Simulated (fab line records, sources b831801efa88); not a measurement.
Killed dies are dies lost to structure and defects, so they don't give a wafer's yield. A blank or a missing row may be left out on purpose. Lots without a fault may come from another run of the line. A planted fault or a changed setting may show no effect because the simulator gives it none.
fab line records | flow sky130
record lots=7 wafers=21 last_day=50
route steps=708 shown LDD_HVN@274 LDD_HVP@278 LDD_LDN@289 PAD_OPEN@708
lots that met no fault: from a run of the same line without faults
start_h: hours from the record's first day to the start of the lot's first wafer shown | wait_h: hours since the lot's step before | " the same as in the row above | L1.1+2: a row that stands for several wafers | - no value, or no start given | * or withheld: withheld | < > ~ a bound
route shown NAME@n: a module of which the file shows steps, and the number in the route of the first | usual: mean/standard deviation of fault-free wafers | same: alike in all rows | chamber/n: place in a boat | sites: the reading at each site | _std_site: their standard deviation | _edge_site: outer sites' mean less inner sites' | radius_mm: how far each site lies from the wafer's centre | mask NAME#n: copy n | behind: the tool/chamber that last shaped the wafer | hold: why the lot was held/for how many hours/how that ended | device: the transistor (n, p or np) that didn't switch | end of line: the same wafers' tests at the end of the route | a step without rows: its recipe alone | killed: dies lost to structure and defects at the first sort, not the wafer's yield | map: a wafer's dies, x killed, . not, _ none there
set.NAME: the setting as run; set.NAME@STEP: as run at that earlier step | model.NAME: the simulator's own value behind a step, which no gauge read
lots at some steps of the route; a table a step, a row a wafer
services: from which hour (start_h, from the record's first day; less than 0 if before it) a tool's chamber was out of use, for how many hours, and why
## steps
# step SKY_LDD_HVN_OVL_MEAS_07
# usual LDD_HVN_OVL=0.3/1.5
# columns lot.wafer tool chamber start_h wait_h LDD_HVN_OVL[nm]
L814.1 overlay-02 - 491.12 0.1 1.6
L814.2 " - " " 2.2
L814.5 " - " " 1.5
L819.4 overlay-02 - 545.24 0.1 -0.5
L819.5 " - " " -1.9
L819.6 " - " " -3.9
L829.1 overlay-02 - 593.17 0.1 -1.9
L829.5 " - " " -0.8
L829.6 " - " " 0.0
L831.2 overlay-02 - 613.46 0.1 0.5
L831.3 " - " " -0.4
L831.6 " - " " -1.5
L832.3 overlay-01 - 617.93 0.1 1.4
L832.4 " - " " 2.3
L832.6 " - " " 1.3
L833.3 overlay-02 - 634.73 0.1 -0.3
L833.4 " - " " 0.0
L833.5 " - " " -1.0
L836.2 overlay-02 - 656.36 0.1 -3.3
L836.4 " - " " -2.9
L836.5 " - " " -1.6
# step SKY_LDD_HVN_IMPLANT_08
# recipe species=P energy_kev=60.33 dose_cm2=3e+13 tilt_deg=40
# step SKY_LDD_HVN_STRIP_09
# recipe chemistry=O2/N2 power_w=1400 pressure_mtorr=1500 platen_temp_c=withheld o2_flow_sccm=3000 n2_flow_sccm=300 overash_fraction=0.5
# usual drypump_motor_current_A=5.8/0.32 oes_product_au=0.409/0.0045 strip_time_to_endpoint_s=4.134/0.017
# columns lot.wafer tool chamber start_h wait_h drypump_motor_current_A oes_product_au rf_hours_counter_h strip_time_to_endpoint_s
L814.1 plasma_asher-04 0 491.30 0.1 5.6 0.407 6 4.118
L814.2 " 1 " " 6.2 0.408 6 4.117
L814.5 " 0 " " 5.6 0.411 - 4.133
L819.4 plasma_asher-01 0 545.44 0.1 6.0 0.408 - 4.159
L819.5 " 1 " " 6.3 0.407 - 4.154
L819.6 " 0 " " 6.0 0.406 - 4.148
L829.1 plasma_asher-04 0 593.36 0.1 5.6 0.403 17 4.132
L829.5 " 1 " " 6.2 0.403 - 4.121
L829.6 " 0 " " 5.6 0.407 - 4.127
L831.2 plasma_asher-04 0 613.64 0.1 5.6 0.403 19 4.159
L831.3 " 0 " " 5.6 0.406 - 4.144
L831.6 " 1 " " 6.2 0.409 - 4.136
L832.3 plasma_asher-04 0 618.14 0.1 5.6 0.404 - 4.137
L832.4 " 1 " " 6.2 0.421 - 4.135
L832.6 " 0 " " 5.6 0.409 - 4.150
L833.3 plasma_asher-03 1 634.94 0.1 5.4 0.408 - 4.144
L833.4 " 0 " " 5.7 0.411 - 4.142
L833.5 " 1 " " 5.4 0.415 - 4.169
L836.2 plasma_asher-04 0 656.54 0.1 5.6 0.406 23 4.128
L836.4 " 0 " " 5.6 0.410 - 4.123
L836.5 " 1 " " 6.2 0.405 - 4.127
# step SKY_LDD_HVN_TW_MEAS_10
# usual LDD_HVN_TW=1440/12
# columns lot.wafer tool chamber start_h wait_h LDD_HVN_TW
L814.1 film_metro-03 - 491.40 0.1 1454
L814.2 " - " " 1453
L814.5 " - " " 1458
L819.4 film_metro-02 - 545.54 0.1 1430
L819.5 " - " " 1427
L819.6 " - " " 1427
L829.1 film_metro-04 - 593.46 0.1 1445
L829.5 " - " " 1447
L829.6 " - " " 1445
L831.2 film_metro-02 - 613.75 0.1 1418
L831.3 " - " " 1427
L831.6 " - " " 1428
L832.3 film_metro-03 - 618.22 0.1 1450
L832.4 " - " " 1454
L832.6 " - " " 1453
L833.3 film_metro-04 - 635.02 0.1 1444
L833.4 " - " " 1445
L833.5 " - " " 1450
L836.2 film_metro-04 - 656.65 0.1 1447
L836.4 " - " " 1456
L836.5 " - " " 1447
# step SKY_LDD_HVP_DEHYDRATE_00
# recipe temp_c=200 time_s=60
# step SKY_LDD_HVP_HMDS_01
# recipe prime_time_s=60 prime_temp_c=120
# step SKY_LDD_HVP_COAT_02
# recipe resist=NOVOLAK spin_rpm=3000 resist_thk_nm=300
# step SKY_LDD_HVP_SOFTBAKE_03
# recipe temp_c=90 time_s=60 resist=NOVOLAK
# step SKY_LDD_HVP_EXPOSE_04
# recipe mask_id=HVPTM na=0.6 source_shape=conventional sigma_outer=0.6 polarization=unpolarized target_cd_nm=700 dose_mj=86
# step SKY_LDD_HVP_PEB_05
# recipe temp_c=withheld time_s=* resist=NOVOLAK
# step SKY_LDD_HVP_DEVELOP_06
# recipe resist=NOVOLAK developer=TMAH develop_time_s=60 dev_temp_c=23
# step SKY_LDD_HVP_OVL_MEAS_07
# usual LDD_HVP_OVL=0.8/1.2
# columns lot.wafer tool chamber start_h wait_h LDD_HVP_OVL[nm]
L814.1 overlay-02 - 522.01 0.1 0.1
L814.2 " - " " -0.2
L814.5 " - " " -2.4
L819.4 overlay-01 - 575.74 0.1 1.8
L819.5 " - " " 2.0
L819.6 " - " " 1.9
L829.1 overlay-02 - 620.92 0.1 -0.3
L829.5 " - " " 0.3
L829.6 " - " " 0.7
L831.2 overlay-02 - 642.93 0.1 1.0
L831.3 " - " " -0.5
L831.6 " - " " -0.9
L832.3 overlay-01 - 647.03 0.1 2.2
L832.4 " - " " 2.6
L832.6 " - " " 2.4
L833.3 overlay-02 - 663.63 0.1 2.0
L833.4 " - " " 1.4
L833.5 " - " " 1.2
L836.2 overlay-02 - 685.42 0.1 2.2
L836.4 " - " " 0.7
L836.5 " - " " 1.5
# step SKY_LDD_HVP_IMPLANT_08
# recipe species=B energy_kev=20 dose_cm2=1.7e+13 tilt_deg=17.9
# usual tilt_deg=17.899/0.022
# same implant_ion_amu=11
# columns lot.wafer tool chamber start_h wait_h tilt_deg
L814.1 implanter-02 0 522.05 0.0 17.872
L814.2 " 0 " " 17.878
L814.5 " 0 " " 17.895
L819.4 implanter-04 0 575.83 0.1 17.912
L819.5 " 0 " " 17.902
L819.6 " 0 " " 17.937
L829.1 implanter-02 0 620.95 0.0 -0.004
L829.5 " 0 " " 0.025
L829.6 " 0 " " 0.013
L831.2 implanter-02 0 642.98 0.0 0.035
L831.3 " 0 " " -0.022
L831.6 " 0 " " 0.012
L832.3 implanter-02 0 647.10 0.1 -0.017
L832.4 " 0 " " -0.008
L832.6 " 0 " " 0.000
L833.3 implanter-01 0 663.70 0.1 17.891
L833.4 " 0 " " 17.878
L833.5 " 0 " " 17.912
L836.2 implanter-04 0 685.47 0.0 17.901
L836.4 " 0 " " 17.915
L836.5 " 0 " " 17.902
# step SKY_LDD_HVP_STRIP_09
# recipe chemistry=O2/N2 power_w=1400 pressure_mtorr=1500 platen_temp_c=withheld o2_flow_sccm=3000 n2_flow_sccm=300 overash_fraction=0.5
# usual drypump_motor_current_A=5.72/0.26 oes_product_au=0.408/0.0045 strip_time_to_endpoint_s=4.141/0.016
# columns lot.wafer tool chamber start_h wait_h drypump_motor_current_A oes_product_au rf_hours_counter_h strip_time_to_endpoint_s
L814.1 plasma_asher-04 1 522.20 0.1 6.15 0.403 10 4.141
L814.2 " 0 " " 5.60 0.408 10 4.129
L814.5 " 0 " " 5.59 0.404 - 4.140
L819.4 plasma_asher-04 1 575.94 0.1 6.22 0.407 - 4.129
L819.5 " 0 " " 5.61 0.404 - 4.126
L819.6 " 1 " " 6.17 0.405 - 4.140
L829.1 plasma_asher-02 1 621.10 0.1 5.81 0.410 96 4.146
L829.5 " 0 " " 5.63 0.410 - 4.142
L829.6 " 1 " " 5.78 0.408 - 4.143
L831.2 plasma_asher-04 0 643.11 0.1 5.59 0.412 22 4.176
L831.3 " 0 " " 5.56 0.405 - 4.179
L831.6 " 1 " " 6.16 0.416 - 4.155
L832.3 plasma_asher-03 0 647.23 0.1 5.67 0.419 - 4.156
L832.4 " 1 " " 5.42 0.409 - 4.154
L832.6 " 1 " " 5.42 0.413 - 4.143
L833.3 plasma_asher-03 1 663.84 0.1 5.40 0.406 - 4.170
L833.4 " 0 " " 5.64 0.398 - 4.165
L833.5 " 0 " " 5.65 0.407 - 4.155
L836.2 plasma_asher-03 1 685.60 0.1 5.41 0.410 85 4.105
L836.4 " 1 " " 5.41 0.413 - 4.152
L836.5 " 0 " " 5.65 0.404 - 4.137
# step SKY_LDD_HVP_TW_MEAS_10
# usual LDD_HVP_TW=456/3.8
# columns lot.wafer tool chamber start_h wait_h LDD_HVP_TW
L814.1 film_metro-01 - 522.30 0.1 458
L814.2 " - " " 460
L814.5 " - " " 457
L819.4 film_metro-01 - 576.04 0.1 456
L819.5 " - " " 459
L819.6 " - " " 459
L829.1 film_metro-02 - 621.20 0.1 404
L829.5 " - " " 403
L829.6 " - " " 401
L831.2 film_metro-01 - 643.22 0.1 412
L831.3 " - " " 415
L831.6 " - " " 412
L832.3 film_metro-02 - 647.32 0.1 405
L832.4 " - " " 405
L832.6 " - " " 406
L833.3 film_metro-02 - 663.92 0.1 457
L833.4 " - " " 456
L833.5 " - " " 454
L836.2 film_metro-03 - 685.71 0.1 458
L836.4 " - " " 455
L836.5 " - " " 457
# step SKY_LDD_LDN_DEHYDRATE_00
# recipe temp_c=200 time_s=60
# step SKY_PAD_OPEN_PROBE_99
# usual killed_at_M0_to_M3=43/7.5 killed_at_M4_up=3.0/1.6 killed_at_contacts=23/5.8 killed_at_front_end=14/4.8 killed_at_other=0.3/0.52 killed_dies=84/9.1 killed_open=47/7.2 killed_short=37/5.8
# same gross_dies=492 killed_at_back_side=0
# columns lot.wafer tool chamber start_h wait_h killed_at_M0_to_M3 killed_at_M4_up killed_at_contacts killed_at_front_end killed_at_other killed_dies killed_open killed_short model.etest.tip_p_5v.rs_ohm_sq
L819.4 prober-01 - 1136.12 0.2 45 0 19 21 0 85 46 39 2849
L819.5 prober-01 - 1136.17 0.2 39 3 31 17 1 91 52 39 2835
L819.6 prober-01 - 1136.22 0.2 51 4 21 19 0 95 55 40 2850
L829.1 prober-01 - 1160.50 0.1 48 3 24 12 0 87 46 41 2674
L829.5 prober-01 - 1160.70 0.2 41 5 19 11 0 76 38 38 2655
L829.6 prober-01 - 1160.75 0.2 36 6 14 15 1 72 37 35 2661
L831.2 prober-01 - 1174.64 0.1 50 2 20 7 1 80 44 36 2694
L831.3 prober-01 - 1174.69 0.2 43 6 35 7 0 91 51 40 2691
L831.6 prober-01 - 1174.84 0.2 55 2 24 4 0 85 52 33 2692
L832.3 prober-02 - 1177.49 0.2 62 4 20 9 2 97 62 35 2664
L832.4 prober-02 - 1177.54 0.2 47 2 19 11 1 80 43 37 2687
L832.6 prober-02 - 1177.64 0.2 56 2 23 13 0 94 51 43 2689
L833.3 prober-01 - 1184.08 0.2 64 2 15 10 0 91 51 40 2850
L833.4 prober-01 - 1184.13 0.2 47 3 20 15 0 85 49 36 2852
L833.5 prober-01 - 1184.18 0.2 51 1 13 12 0 77 50 27 2843
L836.2 prober-02 - 1198.18 0.1 44 2 28 14 0 88 44 44 2833
L836.4 prober-02 - 1198.28 0.2 32 3 24 16 0 75 45 30 2830
L836.5 prober-02 - 1198.33 0.2 42 2 10 9 1 64 32 32 2835
# killed by level:class
L819.4 METAL1:geometric_particle:short=9 CONTACT:geometric_particle:open=8 VIA1:geometric_particle:open=8 VIA2:geometric_particle:open=6 POLY_GATE:geometric_particle:open=6 VIA3:geometric_particle:open=6 FIELD_ISO:geometric_particle:short=5 POLY_GATE:geometric_particle:short=5
L819.5 CONTACT:geometric_particle:open=10 VIA1:geometric_particle:open=10 LOCAL_INTERCONNECT:geometric_particle:short=7 VIA3:geometric_particle:open=7 POLY_GATE:geometric_particle:open=6 FIELD_ISO:geometric_particle:short=5 LI_CONTACT:geometric_particle:short=5 LI_CONTACT:geometric_particle:open=4
L819.6 VIA3:geometric_particle:open=13 CONTACT:geometric_particle:open=12 METAL2:geometric_particle:short=8 FIELD_ISO:geometric_particle:open=7 METAL1:geometric_particle:short=6 VIA1:geometric_particle:short=6 VIA2:geometric_particle:open=6 LI_CONTACT:geometric_particle:open=5
L829.1 VIA1:geometric_particle:open=12 VIA2:geometric_particle:short=8 METAL2:geometric_particle:short=7 LI_CONTACT:geometric_particle:open=7 VIA3:geometric_particle:open=7 CONTACT:geometric_particle:short=6 CONTACT:geometric_particle:open=6 FIELD_ISO:geometric_particle:short=3
L829.5 VIA1:geometric_particle:open=11 LI_CONTACT:geometric_particle:open=7 VIA1:geometric_particle:short=7 CONTACT:geometric_particle:open=6 METAL2:geometric_particle:short=6 VIA2:geometric_particle:short=6 CONTACT:geometric_particle:short=3 METAL1:geometric_particle:short=3
L829.6 VIA1:geometric_particle:open=9 VIA2:geometric_particle:open=7 CONTACT:geometric_particle:open=5 METAL3:geometric_particle:short=5 FIELD_ISO:geometric_particle:short=4 POLY_GATE:geometric_particle:open=4 VIA1:geometric_particle:short=4 METAL2:geometric_particle:short=4
L831.2 VIA3:geometric_particle:open=16 CONTACT:geometric_particle:open=7 VIA1:geometric_particle:open=7 METAL2:geometric_particle:short=7 VIA1:geometric_particle:short=6 VIA2:geometric_particle:open=5 METAL1:geometric_particle:short=4 LI_CONTACT:geometric_particle:open=4
L831.3 VIA1:geometric_particle:open=12 CONTACT:geometric_particle:open=11 CONTACT:geometric_particle:short=9 LI_CONTACT:geometric_particle:open=8 VIA2:geometric_particle:open=7 METAL2:geometric_particle:short=6 LOCAL_INTERCONNECT:geometric_particle:short=5 METAL1:geometric_particle:short=5
L831.6 VIA1:geometric_particle:open=12 CONTACT:geometric_particle:open=10 VIA2:geometric_particle:open=8 VIA3:geometric_particle:open=8 LI_CONTACT:geometric_particle:open=7 METAL1:geometric_particle:short=7 METAL2:geometric_particle:short=6 METAL2:geometric_particle:open=4
L832.3 VIA1:geometric_particle:open=13 VIA3:geometric_particle:open=11 VIA2:geometric_particle:open=9 CONTACT:geometric_particle:open=9 METAL2:geometric_particle:short=8 LI_CONTACT:geometric_particle:open=6 METAL1:geometric_particle:short=6 VIA1:geometric_particle:short=6
L832.4 VIA1:geometric_particle:open=16 LI_CONTACT:geometric_particle:open=7 LOCAL_INTERCONNECT:geometric_particle:short=7 VIA2:geometric_particle:open=6 VIA1:geometric_particle:short=6 FIELD_ISO:geometric_particle:short=4 CONTACT:geometric_particle:open=4 METAL2:geometric_particle:short=4
L832.6 VIA1:geometric_particle:open=13 LI_CONTACT:geometric_particle:open=10 METAL1:geometric_particle:short=9 VIA1:geometric_particle:short=9 CONTACT:geometric_particle:open=7 VIA2:geometric_particle:open=7 VIA3:geometric_particle:open=6 POLY_GATE:geometric_particle:short=5
L833.3 VIA1:geometric_particle:open=12 VIA2:geometric_particle:open=11 METAL1:geometric_particle:short=10 LI_CONTACT:geometric_particle:open=7 METAL2:geometric_particle:short=7 CONTACT:geometric_particle:open=6 VIA1:geometric_particle:short=6 VIA2:geometric_particle:short=6
L833.4 VIA2:geometric_particle:open=10 VIA1:geometric_particle:open=9 CONTACT:geometric_particle:open=9 VIA3:geometric_particle:open=6 FIELD_ISO:geometric_particle:short=5 VIA2:geometric_particle:short=5 CONTACT:geometric_particle:short=5 FIELD_ISO:geometric_particle:open=4
L833.5 VIA1:geometric_particle:open=16 CONTACT:geometric_particle:open=7 VIA3:geometric_particle:open=7 LI_CONTACT:geometric_particle:open=5 VIA1:geometric_particle:short=5 METAL3:geometric_particle:short=4 METAL1:geometric_particle:short=4 VIA2:geometric_particle:open=4
L836.2 VIA1:geometric_particle:open=9 VIA3:geometric_particle:open=9 CONTACT:geometric_particle:short=8 VIA1:geometric_particle:short=8 LI_CONTACT:geometric_particle:open=7 CONTACT:geometric_particle:open=6 FIELD_ISO:geometric_particle:open=5 VIA2:geometric_particle:open=5
L836.4 CONTACT:geometric_particle:open=8 VIA1:geometric_particle:open=8 LI_CONTACT:geometric_particle:open=7 VIA2:geometric_particle:open=6 METAL3:geometric_particle:short=5 FIELD_ISO:geometric_particle:open=4 POLY_GATE:geometric_particle:open=4 FIELD_ISO:geometric_particle:short=3
L836.5 VIA1:geometric_particle:open=7 VIA3:geometric_particle:open=7 METAL2:geometric_particle:short=6 CONTACT:geometric_particle:short=4 METAL1:geometric_particle:short=4 VIA2:geometric_particle:open=4 METAL3:geometric_particle:short=4 POLY_GATE:geometric_particle:open=3
## services
# columns tool chamber start_h hours kind
plasma_asher-01 - 480.93 4.5 repair
plasma_asher-01 - 488.27 3.8 repair
plasma_asher-03 - 490.70 1.2 repair
plasma_asher-01 - 509.06 10.3 pm
plasma_asher-01 - 531.64 4.3 pm
implanter-01 - 550.23 7.0 pm
plasma_asher-03 - 551.24 1.0 repair
implanter-02 - 562.60 0.7 repair
plasma_asher-02 - 614.75 4.3 pm
implanter-04 - 629.79 3.8 pm
implanter-04 - 646.13 2.7 repair
implanter-02 - 647.66 1.4 repair
plasma_asher-03 - 649.23 1.9 repair
plasma_asher-04 - 684.14 0.4 repair
## key
first_sign step=SKY_LDD_HVP_IMPLANT_08 reading=tilt_deg direction=down sigmas=99+ usual=* struck=*
effect step=SKY_LDD_HVP_TW_MEAS_10 reading=LDD_HVP_TW direction=down sigmas=13 usual=456 struck=407
model_effect step=SKY_PAD_OPEN_PROBE_99 value=etest.tip_p_5v.rs_ohm_sq without=2858 struck=2679
met_at SKY_LDD_HVP_IMPLANT_08
struck_wafers L829.1,L829.5,L829.6,L831.2,L831.3,L831.6,L832.3,L832.4,L832.6
tester_left_out L829,L831,L832
onset_between 522.05 620.95
fault kind=process_parameter_drift tool=implanter-02 chamber=- onset_h=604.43 steps=SKY_LDD_HVP_IMPLANT_08 channel=tilt_deg offset=* shape=step end_h=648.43 acts_in=* stated=*
# tester_left_out: of these lots the tester's yield and bins aren't shown, on N5 and GAA mostly nor the transistor test; their killed dies are dies lost to structure and defects alone, not to doping, threshold or leakage, so they don't give the yield
